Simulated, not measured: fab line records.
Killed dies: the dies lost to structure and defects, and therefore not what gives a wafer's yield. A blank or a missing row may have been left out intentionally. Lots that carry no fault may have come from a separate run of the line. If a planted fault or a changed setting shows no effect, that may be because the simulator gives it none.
fab line records | flow sky130
[record] lots = 13 wafers = 39 last_day = 49
route steps=708 shown FIELD_ISO@3 VT_ADJUST_HVTP@89 VT_ADJUST_LVTN@107
lots that met no fault: from a run of the same line without faults
start_h: the number of hours between the record's first day and the start of the first shown wafer of the lot | wait_h: hours from the lot's prior step to this one | " unchanged from the row above | L1.1+2: a single row standing in for several wafers | - value missing, or start not given | * or withheld: withheld | < > ~ a bound
route shown NAME@n: a module of which the file shows steps, and the number in the route of the first | usual: average and standard deviation across the fault-free wafers | same: alike in all rows | chamber/n: place in a boat | sites: per-site readings | _std_site: how widely they spread, as a standard deviation | _edge_site: the outer-site mean with the inner-site mean subtracted | radius_mm: for every site, how far away it sits from the centre of the wafer | mask NAME#n: copy n | behind: tool/chamber where the wafer was last shaped | hold: why the lot went on hold/how many hours it stayed there/how the hold came to an end | device: the n, p or np transistor that did not switch | end of line: tests run on the same wafers once the route is complete | a step given without rows: its recipe and nothing more | killed: the dies lost at the first sort to structure and to defects; this is not the yield of the wafer | map: dies across one wafer; x = killed, . = not, _ = none there
set.NAME: the run value of the setting; set.NAME@STEP: its run value at that earlier step | model.NAME: the simulator's own value behind a step, which no gauge read
route steps across a sampled set of lots; one table per step, one row per wafer
services: when a tool's chamber went out of use (start_h, in hours from the record's first day, below 0 if earlier), for how many hours, and the reason
[[steps]]
[step SKY_FIELD_ISO_THK_MEAS_02]
[recipe] reads = SiO2_of_FIELD_ISO_OXIDATION_01
[usual] FIELD_ISO_OXIDATION_00_THK = 12.00/0.2
// columns lot.wafer tool chamber start_h wait_h FIELD_ISO_OXIDATION_00_THK[nm]
L657.3 film_metro-01 - 12.45 0.0 12.03
L657.4 " - " " 11.88
L657.6 " - " " 12.22
L659.1 film_metro-03 - 22.99 0.0 12.17
L659.2 " - " " 12.14
L659.6 " - " " 12.22
L661.2 film_metro-03 - 32.22 0.0 11.75
L661.4 " - " " 12.00
L661.5 " - " " 11.86
L662.1 film_metro-01 - 36.63 0.0 11.94
L662.3 " - " " 12.09
L662.5 " - " " 11.97
L663.2 film_metro-02 - 42.54 0.0 12.24
L663.3 " - " " 12.25
L663.4 " - " " 12.02
L665.1 film_metro-02 - 51.63 0.0 12.16
L665.4 " - " " 12.24
L665.5 " - " " 12.48
L666.1 film_metro-02 - 57.63 0.0 12.15
L666.5 " - " " 12.15
L666.6 " - " " 11.92
L669.2 film_metro-02 - 72.17 0.0 11.59
L669.3 " - " " 11.87
L669.5 " - " " 11.82
L670.2 film_metro-03 - 76.95 0.0 11.61
L670.4 " - " " 11.84
L670.6 " - " " 11.88
L671.2 film_metro-02 - 82.25 0.0 12.50
L671.4 " - " " 12.39
L671.5 " - " " 12.42
L673.2 film_metro-01 - 91.64 0.0 11.63
L673.3 " - " " 11.83
L673.5 " - " " 11.79
L674.2 film_metro-02 - 97.48 0.0 11.82
L674.3 " - " " 12.18
L674.5 " - " " 12.08
L675.3 film_metro-02 - 101.65 0.0 11.99
L675.5 " - " " 11.99
L675.6 " - " " 11.97
[step SKY_VT_ADJUST_HVTP_EXPOSE_04]
[recipe] mask_id = HVTPM na = 0.6 source_shape = conventional sigma_outer = 0.6 polarization = unpolarized target_cd_nm = 380 dose_mj = 140
// columns lot.wafer tool chamber start_h wait_h mask
L657.3+4+6 iline_stepper-02 0 116.02 - HVTPM#0
L659.1+2+6 iline_stepper-01 0 125.06 - HVTPM#0
L661.2+4+5 iline_stepper-02 0 136.30 - HVTPM#0
L662.1+3+5 iline_stepper-01 0 143.51 - HVTPM#0
L663.2+3+4 iline_stepper-02 0 150.08 - HVTPM#0
L665.1+4+5 iline_stepper-01 0 162.25 - HVTPM#0
L666.1+5+6 iline_stepper-01 0 169.85 - HVTPM#0
L669.2+3+5 iline_stepper-01 0 186.57 - HVTPM#0
L670.2+4+6 iline_stepper-01 0 191.36 - HVTPM#0
L671.2+4+5 iline_stepper-02 0 199.44 - HVTPM#0
L673.2+3+5 iline_stepper-01 0 212.27 - HVN_STD_DERIVED#0
L674.2+3+5 iline_stepper-02 0 217.28 - HVTPM#0
L675.3+5+6 iline_stepper-02 0 222.69 - HVTPM#0
[step SKY_VT_ADJUST_HVTP_CD_MEAS_07]
[recipe] target_cd_nm = 380
[usual] cd_nm = 379.7/2.1
// columns lot.wafer tool chamber start_h wait_h cd_nm
L657.3 cd_sem-01 - 124.38 0.1 375.8
L657.4 " - " " 377.3
L657.6 " - " " 379.2
L659.1 cd_sem-02 - 134.64 0.1 378.9
L659.2 " - " " 377.9
L659.6 " - " " 377.9
L661.2 cd_sem-01 - 145.58 0.1 377.8
L661.4 " - " " 379.1
L661.5 " - " " 379.4
L662.1 cd_sem-01 - 152.89 0.1 380.4
L662.3 " - " " 381.5
L662.5 " - " " 381.7
L663.2 cd_sem-02 - 159.12 0.1 377.2
L663.3 " - " " 376.7
L663.4 " - " " 374.9
L665.1 cd_sem-02 - 172.00 0.1 376.9
L665.4 " - " " 375.6
L665.5 " - " " 377.9
L666.1 cd_sem-02 - 179.70 0.1 380.8
L666.5 " - " " 378.7
L666.6 " - " " 382.8
L669.2 cd_sem-01 - 196.82 0.1 379.7
L669.3 " - " " 379.6
L669.5 " - " " 378.0
L670.2 cd_sem-01 - 202.31 0.1 380.0
L670.4 " - " " 381.6
L670.6 " - " " 379.9
L671.2 cd_sem-01 - 210.39 0.1 381.9
L671.4 " - " " 382.0
L671.5 " - " " 381.0
L673.2 cd_sem-02 - 223.24 0.1 -
L673.3 " - " " -
L673.5 " - " " -
L674.2 cd_sem-01 - 228.36 0.1 382.9
L674.3 " - " " 384.7
L674.5 " - " " 384.1
L675.3 cd_sem-02 - 234.45 0.2 379.9
L675.5 " - " " 377.9
L675.6 " - " " 379.3
[step SKY_VT_ADJUST_HVTP_STRIP_10]
[recipe] chemistry = O2/N2 power_w = 1400 pressure_mtorr = 1500 platen_temp_c = withheld o2_flow_sccm = 3000 n2_flow_sccm = 300 overash_fraction = 0.5
[usual] chamber_pressure_mTorr = 1500.1/1.3 drypump_motor_current_A = 5.7/0.46 oes_product_au = 0.716/0.0046 strip_time_to_endpoint_s = 14.19/0.039
// columns lot.wafer tool chamber start_h wait_h chamber_pressure_mTorr drypump_motor_current_A oes_product_au rf_hours_counter_h strip_time_to_endpoint_s
L657.3 plasma_asher-04 1 124.68 0.1 1502.4 4.9 0.721 - 14.11
L657.4 " 0 " " 1500.2 5.8 0.715 - 14.20
L657.6 " 0 " " 1500.5 5.8 0.716 - 14.15
L659.1 plasma_asher-04 0 134.94 0.1 1501.1 5.8 0.712 45 14.16
L659.2 " 1 " " 1501.3 4.9 0.708 45 14.09
L659.6 " 1 " " 1499.7 4.9 0.715 - 14.13
L661.2 plasma_asher-04 1 145.86 0.1 1501.9 4.9 0.714 46 14.20
L661.4 " 1 " " 1500.4 4.9 0.705 - 14.22
L661.5 " 0 " " 1500.5 5.8 0.715 - 14.18
L662.1 plasma_asher-04 0 153.19 0.1 1501.0 5.8 0.712 47 14.19
L662.3 " 0 " " 1498.3 5.8 0.711 - 14.17
L662.5 " 1 " " 1498.2 4.9 0.710 - 14.19
L663.2 plasma_asher-04 1 159.41 0.1 1501.2 4.9 0.718 48 14.16
L663.3 " 1 " " 1501.8 4.9 0.716 - 14.14
L663.4 " 0 " " 1498.5 5.9 0.717 - 14.12
L665.1 plasma_asher-04 0 172.31 0.1 1498.9 5.8 0.710 49 14.20
L665.4 " 0 " " 1500.2 5.9 0.714 - 14.23
L665.5 " 0 " " 1501.2 5.8 0.717 - 14.22
L666.1 plasma_asher-02 0 180.01 0.1 1501.0 5.8 0.722 6 14.24
L666.5 " 1 " " 1499.8 6.0 0.720 - 14.24
L666.6 " 0 " " 1499.1 5.8 0.708 - 14.20
L669.2 plasma_asher-03 1 197.11 0.1 1503.3 6.3 0.714 52 14.19
L669.3 " 0 " " 1501.5 5.6 0.716 - 14.22
L669.5 " 0 " " 1498.3 5.6 0.720 - 14.18
L670.2 plasma_asher-03 1 202.59 0.1 1501.6 6.4 0.713 52 14.19
L670.4 " 0 " " 1500.8 5.5 0.721 - 14.20
L670.6 " 0 " " 1500.6 5.6 0.721 - 14.23
L671.2 plasma_asher-02 0 210.68 0.1 1501.2 5.8 0.717 10 14.17
L671.4 " 0 " " 1499.4 5.8 0.717 - 14.18
L671.5 " 0 " " 1498.9 5.8 0.710 - 14.17
L673.2 plasma_asher-02 1 223.53 0.1 1500.6 6.1 0.717 11 14.20
L673.3 " 1 " " 1497.6 6.1 0.715 - 14.17
L673.5 " 1 " " 1499.6 6.0 0.714 - 14.20
L674.2 plasma_asher-02 1 228.64 0.1 1499.6 6.1 0.715 12 14.12
L674.3 " 0 " " 1500.2 5.8 0.712 - 14.16
L674.5 " 1 " " 1497.2 6.1 0.712 - 14.12
L675.3 plasma_asher-04 0 234.75 0.1 1497.3 5.8 0.711 - 14.20
L675.5 " 1 " " 1499.6 4.9 0.713 - 14.22
L675.6 " 0 " " 1499.1 5.8 0.718 - 14.26
[step SKY_VT_ADJUST_HVTP_TW_MEAS_11]
[usual] VT_ADJUST_HVTP_TW = 1356/15
// columns lot.wafer tool chamber start_h wait_h VT_ADJUST_HVTP_TW
L657.3 film_metro-04 - 124.76 0.1 1364
L657.4 " - " " 1374
L657.6 " - " " 1375
L659.1 film_metro-04 - 135.04 0.1 1371
L659.2 " - " " 1361
L659.6 " - " " 1371
L661.2 film_metro-01 - 145.97 0.1 1335
L661.4 " - " " 1338
L661.5 " - " " 1329
L662.1 film_metro-01 - 153.29 0.1 1339
L662.3 " - " " 1340
L662.5 " - " " 1342
L663.2 film_metro-01 - 159.52 0.1 1332
L663.3 " - " " 1331
L663.4 " - " " 1334
L665.1 film_metro-01 - 172.41 0.1 1336
L665.4 " - " " 1336
L665.5 " - " " 1332
L666.1 film_metro-02 - 180.11 0.1 1358
L666.5 " - " " 1353
L666.6 " - " " 1354
L669.2 film_metro-01 - 197.22 0.1 1341
L669.3 " - " " 1335
L669.5 " - " " 1342
L670.2 film_metro-04 - 202.70 0.1 1374
L670.4 " - " " 1380
L670.6 " - " " 1385
L671.2 film_metro-04 - 210.79 0.1 1381
L671.4 " - " " 1378
L671.5 " - " " 1375
L673.2 film_metro-01 - 223.64 0.1 30
L673.3 " - " " 30
L673.5 " - " " 30
L674.2 film_metro-04 - 228.75 0.1 1359
L674.3 " - " " 1356
L674.5 " - " " 1360
L675.3 film_metro-04 - 234.83 0.1 1362
L675.5 " - " " 1362
L675.6 " - " " 1363
[step SKY_VT_ADJUST_LVTN_TW_MEAS_10]
[usual] VT_ADJUST_LVTN_TW = 240.0/2.7
// columns lot.wafer tool chamber start_h wait_h VT_ADJUST_LVTN_TW
L657.3 film_metro-03 - 144.08 0.1 239.7
L657.4 " - " " 240.1
L657.6 " - " " 239.7
L659.1 film_metro-04 - 154.03 0.1 242.6
L659.2 " - " " 243.4
L659.6 " - " " 244.9
L661.2 film_metro-04 - 165.27 0.1 244.3
L661.4 " - " " 244.2
L661.5 " - " " 245.0
L662.1 film_metro-04 - 172.73 0.1 244.7
L662.3 " - " " 241.4
L662.5 " - " " 242.6
L663.2 film_metro-04 - 178.77 0.1 241.8
L663.3 " - " " 242.5
L663.4 " - " " 241.8
L665.1 film_metro-03 - 193.13 0.1 237.1
L665.4 " - " " 236.4
L665.5 " - " " 236.0
L666.1 film_metro-03 - 202.21 0.1 236.9
L666.5 " - " " 236.1
L666.6 " - " " 236.5
L669.2 film_metro-03 - 219.56 0.2 239.2
L669.3 " - " " 238.1
L669.5 " - " " 236.2
L670.2 film_metro-03 - 224.84 0.1 239.0
L670.4 " - " " 238.2
L670.6 " - " " 239.0
L671.2 film_metro-01 - 234.23 0.1 239.0
L671.4 " - " " 238.4
L671.5 " - " " 239.7
L673.2 film_metro-04 - 246.93 0.1 242.8
L673.3 " - " " 241.0
L673.5 " - " " 243.9
L674.2 film_metro-04 - 252.32 0.1 243.2
L674.3 " - " " 242.1
L674.5 " - " " 242.4
L675.3 film_metro-04 - 258.19 0.1 243.2
L675.5 " - " " 242.1
L675.6 " - " " 242.9
[step SKY_VT_ADJUST_LVTN_TW_MEAS_21]
[usual] VT_ADJUST_LVTN_2_TW = 187.4/2.2
// columns lot.wafer tool chamber start_h wait_h VT_ADJUST_LVTN_2_TW
L657.3 film_metro-01 - 163.00 0.1 185.2
L657.4 " - " " 186.3
L657.6 " - " " 184.4
L659.1 film_metro-04 - 173.62 0.1 188.1
L659.2 " - " " 188.7
L659.6 " - " " 188.9
L661.2 film_metro-01 - 185.39 0.1 185.6
L661.4 " - " " 185.0
L661.5 " - " " 185.2
L662.1 film_metro-01 - 193.64 0.1 186.1
L662.3 " - " " 185.6
L662.5 " - " " 186.8
L663.2 film_metro-04 - 199.82 0.1 191.3
L663.3 " - " " 191.3
L663.4 " - " " 190.4
L665.1 film_metro-04 - 215.73 0.1 190.9
L665.4 " - " " 191.2
L665.5 " - " " 190.9
L666.1 film_metro-04 - 224.48 0.1 188.7
L666.5 " - " " 189.2
L666.6 " - " " 189.2
L669.2 film_metro-04 - 242.33 0.1 188.7
L669.3 " - " " 189.0
L669.5 " - " " 189.5
L670.2 film_metro-01 - 247.74 0.1 187.2
L670.4 " - " " 186.4
L670.6 " - " " 186.4
L671.2 film_metro-03 - 257.83 0.1 185.5
L671.4 " - " " 184.4
L671.5 " - " " 184.4
L673.2 film_metro-01 - 271.18 0.1 1336.0
L673.3 " - " " 1338.9
L673.5 " - " " 1337.9
L674.2 film_metro-03 - 276.83 0.1 186.5
L674.3 " - " " 185.3
L674.5 " - " " 186.3
L675.3 film_metro-04 - 282.93 0.1 191.1
L675.5 " - " " 189.7
L675.6 " - " " 190.8
[[services]]
// columns tool chamber start_h hours kind
plasma_asher-02 - 108.75 9.0 pm
plasma_asher-02 0 108.75 9.0 vent_cycle
plasma_asher-02 1 108.75 9.0 vent_cycle
plasma_asher-02 0 117.75 - clean
plasma_asher-02 1 117.75 - clean
iline_stepper-02 - 118.02 2.1 pm
iline_stepper-02 - 120.10 - consumable_replace:lamp
plasma_asher-02 - 137.03 0.9 repair
iline_stepper-01 - 140.98 2.1 repair
iline_stepper-02 0 202.57 - calibration
plasma_asher-03 - 214.46 12.2 repair
iline_stepper-02 - 228.21 1.7 pm
[[key]]
[first_sign] step = SKY_VT_ADJUST_HVTP_EXPOSE_04 reading = mask direction = changed
[effect] step = SKY_VT_ADJUST_HVTP_CD_MEAS_07 reading = cd_nm direction = missing
[effect] step = SKY_VT_ADJUST_HVTP_TW_MEAS_11 reading = VT_ADJUST_HVTP_TW direction = down sigmas = 86 usual = 1356 struck = 30
[effect] step = SKY_VT_ADJUST_LVTN_TW_MEAS_21 reading = VT_ADJUST_LVTN_2_TW direction = up sigmas = 99+ usual = 187.4 struck = 1337.6
met_at SKY_VT_ADJUST_HVTP_EXPOSE_04
struck_lots L673
sort_left_out L673.2,L673.3,L673.5
tester_left_out L673
not_acting_at SKY_FIELD_ISO_THK_MEAS_02,SKY_VT_ADJUST_HVTP_STRIP_10,SKY_VT_ADJUST_LVTN_TW_MEAS_10
onset_between 191.36 212.27
[fault] kind = wrong_mask tool = any chamber = - onset_h = 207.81 steps = SKY_VT_ADJUST_HVTP_EXPOSE_04 aux_copy = HVN_STD_DERIVED#0 scope = struck_lots_only
// tester_left_out: of these lots the tester's yield and bins aren't shown, on N5 and GAA mostly nor the transistor test; their killed dies are dies lost to structure and defects alone, not to doping, threshold or leakage, so they don't give the yield
// sort_left_out: the simulated sort isn't trusted on such a fault, so these wafers' sort isn't shown, and their yield isn't known
